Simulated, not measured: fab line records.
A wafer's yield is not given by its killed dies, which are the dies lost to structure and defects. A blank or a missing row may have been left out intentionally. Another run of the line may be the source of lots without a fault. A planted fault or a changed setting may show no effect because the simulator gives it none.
Which tool is to blame?	flow gf180mcu	15 lots with 45 wafers sampled at 3 steps, on a route of 602 steps

## WHAT THE GAUGES READ, wafer by wafer
GF_SALICIDE_RS_MEAS_04: measures by four-point-probe.
lot	measured	on	SALICIDE_TIN_RS (ohm/sq)
L127	day 15 04:09	film-metro-01	16.5 16.8 16.4
L129	day 15 21:23	film-metro-01	16.5 16.5 16.1
L132	day 17 01:24	film-metro-01	16.0 16.5 15.9
L134	day 17 21:45	film-metro-02	16.6 16.0 16.1
L135	day 18 07:21	film-metro-01	16.3 16.7 16.7
L136	day 18 18:51	film-metro-01	16.5 17.0 16.6
L137	day 19 04:41	film-metro-04	16.0 16.2 16.5
L140	day 20 02:38	film-metro-02	16.4 16.5 16.5
L141	day 20 12:44	film-metro-04	15.5 15.7 15.9
L142	day 20 18:57	film-metro-04	16.6 16.8 16.8
L144	day 21 07:50	film-metro-02	16.1 16.1 16.0
L146	day 22 00:10	film-metro-02	16.1 16.2 16.4
L147	day 22 11:22	film-metro-01	16.1 16.5 16.2
L148	day 22 16:28	film-metro-01	16.2 16.1 16.2
L150	day 23 05:58	film-metro-02	16.0 16.0 16.2

GF_CONTACT_THK_MEAS_03.
lot	measured	on	CONTACT_CVD_02_THK (nm)
L127	day 15 04:49	film-metro-04	881 881 895
L129	day 15 22:02	film-metro-01	855 856 863
L132	day 17 02:08	film-metro-01	864 847 862
L134	day 17 22:37	film-metro-03	847 873 865
L135	day 18 07:59	film-metro-04	860 888 886
L136	day 18 19:31	film-metro-03	860 871 878
L137	day 19 05:19	film-metro-03	849 850 863
L140	day 20 03:17	film-metro-01	848 838 851
L141	day 20 13:23	film-metro-04	871 865 891
L142	day 20 19:38	film-metro-04	873 872 877
L144	day 21 08:29	film-metro-03	853 877 870
L146	day 22 00:49	film-metro-04	869 863 877
L147	day 22 12:01	film-metro-03	841 879 880
L148	day 22 17:06	film-metro-03	869 883 877
L150	day 23 06:36	film-metro-01	850 858 880

## WHAT TOOL EACH LOT RAN ON (gives the tool, then ch and the chambers of the sampled wafers, and finally the start)
lot	GF_SALICIDE_SPUTTER_02
L127	pvd-sputter-04, day 15 04:06
L129	pvd-sputter-02, day 15 21:19
L132	pvd-sputter-02, day 17 01:20
L134	pvd-sputter-02, day 17 21:42
L135	pvd-sputter-04, day 18 07:17
L136	pvd-sputter-04, day 18 18:48
L137	pvd-sputter-01, day 19 04:37
L140	pvd-sputter-04, day 20 02:35
L141	pvd-sputter-01, day 20 12:41
L142	pvd-sputter-04, day 20 18:53
L144	pvd-sputter-01, day 21 07:46
L146	pvd-sputter-01, day 22 00:07
L147	pvd-sputter-01, day 22 11:19
L148	pvd-sputter-02, day 22 16:23
L150	pvd-sputter-01, day 23 05:53
- GF_SALICIDE_SPUTTER_02: material Co, target thk 10 nm, time 20 s.

## WHAT THE TOOLS THEMSELVES READ (means of the sampled wafers that have a number; where no wafer has one, the mark that the record gives instead)
GF_SALICIDE_SPUTTER_02.
lot	tool	throttle-valve-pct (%)
L127	pvd-sputter-04	29.9
L129	pvd-sputter-02	30.2
L132	pvd-sputter-02	30.7
L134	pvd-sputter-02	30.2
L135	pvd-sputter-04	29.6
L136	pvd-sputter-04	30.7
L137	pvd-sputter-01	30.4
L140	pvd-sputter-04	28.9
L141	pvd-sputter-01	30.4
L142	pvd-sputter-04	30.2
L144	pvd-sputter-01	29.3
L146	pvd-sputter-01	30.8
L147	pvd-sputter-01	31.0
L148	pvd-sputter-02	31.4
L150	pvd-sputter-01	30.4

## THE ANSWER, worked out from the rows above alone
Rule: what is usual is taken from the lots themselves. Put in order of their means at a reading, lots are off if they are a third of the lots or fewer, leave a main group of 4 or more, and stand apart from it by a gap of 3 or more times the standard deviation of the main group's means; of several such gaps the widest counts. If all means in a main group match to the digits the tables above print for the reading, that group is not used. A lot without any number at a reading at which 4 lots or more have one is off too. The other lots that the step has rows for count as sound. Order of review: gauges by route order, followed by the tools' own readings, for which a lot's mean as printed above is used. The first step at which some lot is off is used, and at that step the reading that is off furthest; a lot without a number counts as furthest.
No lot is off on any of the readings shown, so nothing can be concluded from this.

## WHAT WAS PUT IN BY THE SIMULATOR
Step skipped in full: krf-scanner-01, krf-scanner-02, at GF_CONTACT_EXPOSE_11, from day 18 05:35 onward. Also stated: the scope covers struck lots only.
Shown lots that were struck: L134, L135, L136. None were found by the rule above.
